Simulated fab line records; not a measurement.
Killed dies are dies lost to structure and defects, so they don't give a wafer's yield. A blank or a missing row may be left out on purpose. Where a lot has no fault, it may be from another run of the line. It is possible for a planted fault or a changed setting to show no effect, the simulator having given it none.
fab line records	flow gf180mcu
record lots=12	wafers=36	last-day=34
route steps=602 shown LVPWELL@63 V2@399 M3@412
lots with no fault: from the same line, run without faults
start-h: start of the lot's first displayed wafer, in hours after the record's first day	wait-h: hours since the lot's step before	" same as the row above	L1.1+2: one row covering several wafers at once	- no value, or no start was given	* or withheld: withheld	< > ~ a bound
route shown NAME@n: a module of which the file shows steps, and the number in the route of the first	usual: mean and standard deviation over wafers with no fault	same: alike in all rows	chamber/n: place in a boat	sites: per-site readings	_std_site: the values' standard deviation	_edge_site: mean of outer sites minus mean of inner sites	radius-mm: how far each site lies from the wafer's centre	mask NAME#n: copy n	behind: the most recent tool/chamber to have shaped the wafer	hold: why the lot was held/for how many hours/how that ended	device: the transistor (n, p or np) that didn't switch	end of line: tests run on the same wafers once the route is complete	a step without rows: its recipe alone	killed: not the wafer's yield, but the dies lost to structure and defects at the first sort	map: a wafer's dies, x killed, . not, _ none there
set.NAME: the run value of the setting; set.NAME@STEP: its run value at that earlier step	model.NAME: the simulator's own value behind a step, which no gauge read
the route's steps for a sample of lots (tables are steps, rows are wafers)
services: when a tool's chamber went out of use (start-h, in hours from the record's first day, below 0 if earlier), for how many hours, and the reason
## steps
# step GF_LVPWELL_IMPLANT_09
# recipe species=B	energy-kev=60.71	dose-cm2=5e+12	tilt-deg=0
# usual beam-on-s=10.03/0.2	dose-ions-cm2=5e+12/4.5e+09	tilt-deg=-0.001/0.022
lot.wafer	tool	chamber	start-h	wait-h	beam-on-s	dose-ions-cm2	tilt-deg
L226.2	implanter-02	0	69.63	0.1	10.30	4.998e+12	-0.023
L226.3	"	0	"	"	10.10	4.988e+12	-0.001
L226.5	"	0	"	"	10.01	5.001e+12	-0.013
L231.1	implanter-01	0	96.39	0.1	9.95	5e+12	0.005
L231.3	"	0	"	"	10.05	5.004e+12	0.017
L231.5	"	0	"	"	10.30	4.997e+12	-0.011
L232.1	implanter-02	0	102.62	0.1	9.87	5e+12	0.028
L232.3	"	0	"	"	10.44	5.003e+12	0.017
L232.4	"	0	"	"	10.11	5.002e+12	0.000
L233.2	implanter-01	0	107.33	0.1	10.06	5.008e+12	0.014
L233.4	"	0	"	"	9.65	5.004e+12	-0.001
L233.5	"	0	"	"	10.22	5.008e+12	-0.010
L234.1	implanter-04	0	113.40	0.1	9.90	5.003e+12	0.022
L234.3	"	0	"	"	9.87	5.002e+12	-0.012
L234.6	"	0	"	"	10.76	5.001e+12	-0.013
L235.1	implanter-04	0	118.29	0.1	10.13	5.003e+12	0.003
L235.3	"	0	"	"	10.00	4.996e+12	-0.017
L235.6	"	0	"	"	9.96	5.002e+12	-0.006
L236.2	implanter-02	0	126.86	0.1	10.18	4.996e+12	-0.006
L236.5	"	0	"	"	9.86	4.994e+12	-0.005
L236.6	"	0	"	"	10.00	5.006e+12	-0.008
L238.1	implanter-01	0	137.40	0.1	10.08	4.992e+12	-0.026
L238.2	"	0	"	"	9.97	5.008e+12	-0.005
L238.3	"	0	"	"	9.88	5.004e+12	-0.033
L239.3	implanter-04	0	140.24	0.1	10.22	5e+12	0.007
L239.5	"	0	"	"	10.26	4.997e+12	0.018
L239.6	"	0	"	"	10.01	4.994e+12	0.017
L242.3	implanter-01	0	160.30	0.1	10.08	4.993e+12	5.655
L242.5	"	0	"	"	9.81	4.998e+12	5.641
L242.6	"	0	"	"	9.93	4.996e+12	5.661
L243.1	implanter-01	0	166.34	0.1	9.96	5e+12	5.633
L243.2	"	0	"	"	9.75	4.995e+12	5.638
L243.5	"	0	"	"	10.20	5.002e+12	5.654
L246.1	implanter-01	0	181.30	0.1	10.22	4.994e+12	5.643
L246.2	"	0	"	"	9.81	5.001e+12	5.611
L246.4	"	0	"	"	10.14	4.993e+12	5.586
# step GF_LVPWELL_TW_MEAS_11
# usual LVPWELL_TW=556/5.4
lot.wafer	tool	chamber	start-h	wait-h	LVPWELL_TW
L226.2	film-metro-03	-	69.86	0.1	550
L226.3	"	-	"	"	550
L226.5	"	-	"	"	549
L231.1	film-metro-01	-	96.64	0.1	556
L231.3	"	-	"	"	558
L231.5	"	-	"	"	558
L232.1	film-metro-03	-	102.87	0.1	554
L232.3	"	-	"	"	551
L232.4	"	-	"	"	552
L233.2	film-metro-03	-	107.56	0.1	546
L233.4	"	-	"	"	548
L233.5	"	-	"	"	548
L234.1	film-metro-03	-	113.65	0.1	547
L234.3	"	-	"	"	546
L234.6	"	-	"	"	550
L235.1	film-metro-01	-	118.54	0.1	554
L235.3	"	-	"	"	555
L235.6	"	-	"	"	557
L236.2	film-metro-01	-	127.10	0.1	561
L236.5	"	-	"	"	558
L236.6	"	-	"	"	557
L238.1	film-metro-02	-	137.65	0.1	561
L238.2	"	-	"	"	563
L238.3	"	-	"	"	562
L239.3	film-metro-01	-	140.46	0.1	558
L239.5	"	-	"	"	560
L239.6	"	-	"	"	562
L242.3	film-metro-03	-	160.52	0.1	562
L242.5	"	-	"	"	559
L242.6	"	-	"	"	566
L243.1	film-metro-02	-	166.59	0.1	577
L243.2	"	-	"	"	575
L243.5	"	-	"	"	576
L246.1	film-metro-01	-	181.55	0.1	572
L246.2	"	-	"	"	569
L246.4	"	-	"	"	573
# step GF_VT_IMPLANT_RS_MEAS_48
# recipe thk-meas-gauge=four-point-probe
# usual LVPWELL_RS=1197/3.4
lot.wafer	tool	chamber	start-h	wait-h	LVPWELL_RS[ohm/sq]
L226.2	film-metro-03	-	157.26	0.1	1197
L226.3	"	-	"	"	1198
L226.5	"	-	"	"	1198
L231.1	film-metro-02	-	189.30	0.1	1199
L231.3	"	-	"	"	1196
L231.5	"	-	"	"	1191
L232.1	film-metro-03	-	197.94	0.1	1199
L232.3	"	-	"	"	1201
L232.4	"	-	"	"	1204
L233.2	film-metro-02	-	204.02	0.1	1201
L233.4	"	-	"	"	1199
L233.5	"	-	"	"	1199
L234.1	film-metro-02	-	211.50	0.1	1196
L234.3	"	-	"	"	1194
L234.6	"	-	"	"	1197
L235.1	film-metro-03	-	216.61	0.1	1200
L235.3	"	-	"	"	1202
L235.6	"	-	"	"	1199
L236.2	film-metro-02	-	228.21	0.1	1198
L236.5	"	-	"	"	1192
L236.6	"	-	"	"	1198
L238.1	film-metro-03	-	241.95	0.1	1194
L238.2	"	-	"	"	1194
L238.3	"	-	"	"	1193
L239.3	film-metro-02	-	243.94	0.1	1197
L239.5	"	-	"	"	1198
L239.6	"	-	"	"	1196
L242.3	film-metro-02	-	268.64	0.1	1162
L242.5	"	-	"	"	1167
L242.6	"	-	"	"	1166
L243.1	film-metro-02	-	273.09	0.1	1170
L243.2	"	-	"	"	1176
L243.5	"	-	"	"	1171
L246.1	film-metro-03	-	292.74	0.1	1177
L246.2	"	-	"	"	1175
L246.4	"	-	"	"	1168
# step GF_V2_ETCH_17
# recipe chemistry=C4F8/O2/Ar	mask-material=KrF	target=SiO2	stop-on=TiN	source-w=1500	bias-w=1200	pressure-mtorr=40	c4f8-flow-sccm=withheld	O2_flow_sccm=6	Ar_flow_sccm=300	time-s=withheld	target-depth-a=6300
# usual oes-product-au=0.856/0.0047
lot.wafer	tool	chamber	start-h	wait-h	oes-product-au
L226.2	rie-diel-04	1	-	-	0.847
L226.3	"	3	"	"	0.857
L226.5	"	3	"	"	0.858
L231.1	rie-diel-02	1	-	-	0.858
L231.3	"	0	"	"	0.858
L231.5	"	3	"	"	0.850
L232.1	rie-diel-01	0	-	-	0.867
L232.3	"	3	"	"	0.848
L232.4	"	0	"	"	0.852
L233.2	rie-diel-02	0	-	-	0.856
L233.4	"	2	"	"	0.850
L233.5	"	3	"	"	0.857
L234.1	rie-diel-02	0	-	-	0.863
L234.3	"	1	"	"	0.858
L234.6	"	2	"	"	0.852
L235.1	rie-diel-01	2	-	-	0.855
L235.3	"	3	"	"	0.854
L235.6	"	3	"	"	0.847
L236.2	rie-diel-02	2	-	-	0.861
L236.5	"	2	"	"	0.853
L236.6	"	1	"	"	0.850
L238.1	rie-diel-02	2	-	-	0.860
L238.2	"	3	"	"	0.856
L238.3	"	1	"	"	0.856
L239.3	rie-diel-01	3	-	-	0.855
L239.5	"	2	"	"	0.850
L239.6	"	3	"	"	0.859
L242.3	rie-diel-04	0	-	-	0.852
L242.5	"	0	"	"	0.855
L242.6	"	3	"	"	0.861
L243.1	rie-diel-04	1	-	-	0.853
L243.2	"	0	"	"	0.854
L243.5	"	2	"	"	0.857
L246.1	rie-diel-01	0	-	-	0.861
L246.2	"	3	"	"	0.857
L246.4	"	1	"	"	0.850
# step GF_M3_SPUTTER_03
# recipe material=Ti	target-thk-nm=10	substrate-temp-c=300	chamber-pressure-pa=0.3	power-w=3000	time-s=6.7
# usual throttle-valve-pct=30.3/0.8
lot.wafer	tool	chamber	start-h	wait-h	throttle-valve-pct
L226.2	pvd-sputter-02	-	463.33	0.0	31.1
L226.3	"	-	"	"	29.7
L226.5	"	-	"	"	29.9
L231.1	pvd-sputter-03	-	507.10	0.0	29.5
L231.3	"	-	"	"	31.8
L231.5	"	-	"	"	31.8
L232.1	pvd-sputter-03	-	518.96	0.0	29.9
L232.3	"	-	"	"	30.4
L232.4	"	-	"	"	29.2
L233.2	pvd-sputter-02	-	531.25	0.0	30.0
L233.4	"	-	"	"	29.7
L233.5	"	-	"	"	29.8
L234.1	pvd-sputter-01	-	536.51	0.0	29.2
L234.3	"	-	"	"	31.0
L234.6	"	-	"	"	29.6
L235.1	pvd-sputter-02	-	539.92	0.0	30.0
L235.3	"	-	"	"	30.5
L235.6	"	-	"	"	29.8
L236.2	pvd-sputter-02	-	557.29	0.0	29.8
L236.5	"	-	"	"	30.0
L236.6	"	-	"	"	31.1
L238.1	pvd-sputter-02	-	575.65	0.0	31.5
L238.2	"	-	"	"	30.7
L238.3	"	-	"	"	30.0
L239.3	pvd-sputter-01	-	580.38	0.0	31.3
L239.5	"	-	"	"	29.9
L239.6	"	-	"	"	30.1
L242.3	pvd-sputter-02	-	607.02	0.0	29.7
L242.5	"	-	"	"	30.7
L242.6	"	-	"	"	31.2
L243.1	pvd-sputter-01	-	609.15	0.0	30.1
L243.2	"	-	"	"	30.7
L243.5	"	-	"	"	29.8
L246.1	pvd-sputter-03	-	630.77	0.0	29.6
L246.2	"	-	"	"	30.2
L246.4	"	-	"	"	29.1
# step GF_M3_RS_MEAS_05
# recipe thk-meas-gauge=four-point-probe	reads=TiN_of_M3_SPUTTER_04+Ti_of_M3_SPUTTER_03+AlCu_of_M3_SPUTTER_02+TiN_of_M3_SPUTTER_01+Ti_of_M3_SPUTTER_00
# usual M3_ALCU_RS=0.0713/0.0011
lot.wafer	tool	chamber	start-h	wait-h	M3_ALCU_RS[ohm/sq]
L226.2	film-metro-01	-	463.41	0.0	0.0728
L226.3	"	-	"	"	0.0723
L226.5	"	-	"	"	0.0718
L231.1	film-metro-02	-	507.16	0.0	0.0694
L231.3	"	-	"	"	0.0683
L231.5	"	-	"	"	0.0683
L232.1	film-metro-02	-	519.02	0.0	0.0709
L232.3	"	-	"	"	0.0705
L232.4	"	-	"	"	0.0711
L233.2	film-metro-02	-	531.33	0.0	0.0731
L233.4	"	-	"	"	0.0731
L233.5	"	-	"	"	0.0740
L234.1	film-metro-02	-	536.57	0.0	0.0699
L234.3	"	-	"	"	0.0693
L234.6	"	-	"	"	0.0697
L235.1	film-metro-04	-	539.98	0.0	0.0725
L235.3	"	-	"	"	0.0717
L235.6	"	-	"	"	0.0736
L236.2	film-metro-04	-	557.37	0.0	0.0715
L236.5	"	-	"	"	0.0704
L236.6	"	-	"	"	0.0712
L238.1	film-metro-04	-	575.71	0.0	0.0722
L238.2	"	-	"	"	0.0712
L238.3	"	-	"	"	0.0719
L239.3	film-metro-01	-	580.48	0.1	0.0699
L239.5	"	-	"	"	0.0701
L239.6	"	-	"	"	0.0710
L242.3	film-metro-01	-	607.12	0.1	0.0722
L242.5	"	-	"	"	0.0721
L242.6	"	-	"	"	0.0726
L243.1	film-metro-02	-	609.21	0.0	0.0706
L243.2	"	-	"	"	0.0703
L243.5	"	-	"	"	0.0708
L246.1	film-metro-01	-	630.83	0.0	0.0712
L246.2	"	-	"	"	0.0708
L246.4	"	-	"	"	0.0711
## services
tool	chamber	start-h	hours	kind
implanter-01	-	118.82	2.9	repair
rie-diel-02	1	125.20	2.4	repair
rie-diel-02	3	190.66	1.6	repair
implanter-01	-	202.55	0.6	repair
rie-diel-02	-	220.48	28.1	pm
implanter-01	-	250.84	0.6	repair
rie-diel-02	-	256.79	0.5	repair
rie-diel-02	0	273.96	3.8	repair
rie-diel-02	1	288.99	35.8	repair
implanter-01	-	355.82	1.2	repair
pvd-sputter-02	-	357.18	12.0	repair
rie-diel-02	-	357.72	0.5	repair
pvd-sputter-02	-	381.81	4.1	repair
implanter-01	-	398.49	2.1	pm
implanter-01	-	444.26	6.0	pm
pvd-sputter-02	-	467.37	4.0	repair
pvd-sputter-02	-	481.74	8.2	repair
rie-diel-02	1	519.45	15.1	repair
implanter-01	-	528.72	5.6	pm
rie-diel-02	-	544.90	0.4	repair
rie-diel-02	0	573.26	14.4	repair
rie-diel-02	1	588.55	8.0	repair
pvd-sputter-02	-	592.48	2.3	repair
rie-diel-02	-	598.13	2.8	pm
## key
first-sign step=GF_LVPWELL_IMPLANT_09	reading=tilt-deg	direction=up	sigmas=99+	usual=-0.001	struck=5.636
effect step=GF_LVPWELL_TW_MEAS_11	reading=LVPWELL_TW	direction=up	sigmas=2.6	usual=556	struck=570
effect step=GF_VT_IMPLANT_RS_MEAS_48	reading=LVPWELL_RS	direction=down	sigmas=7.9	usual=1197	struck=1170
met-at GF_LVPWELL_IMPLANT_09
struck-lots L242,L243,L246
tester-left-out L242,L243,L246
not-acting-at GF_V2_ETCH_17,GF_M3_SPUTTER_03,GF_M3_RS_MEAS_05
onset-between 137.40 160.30
fault kind=process-parameter-drift	tool=implanter-01	chamber=-	onset-h=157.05	steps=GF_LVPWELL_IMPLANT_09	channel=tilt-deg	offset=5.6238	shape=step	end-h=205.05	acts-in=these-recipes-only	stated=0
# tester-left-out: of these lots the tester's yield and bins aren't shown, on N5 and GAA mostly nor the transistor test; their killed dies are dies lost to structure and defects alone, not to doping, threshold or leakage, so they don't give the yield
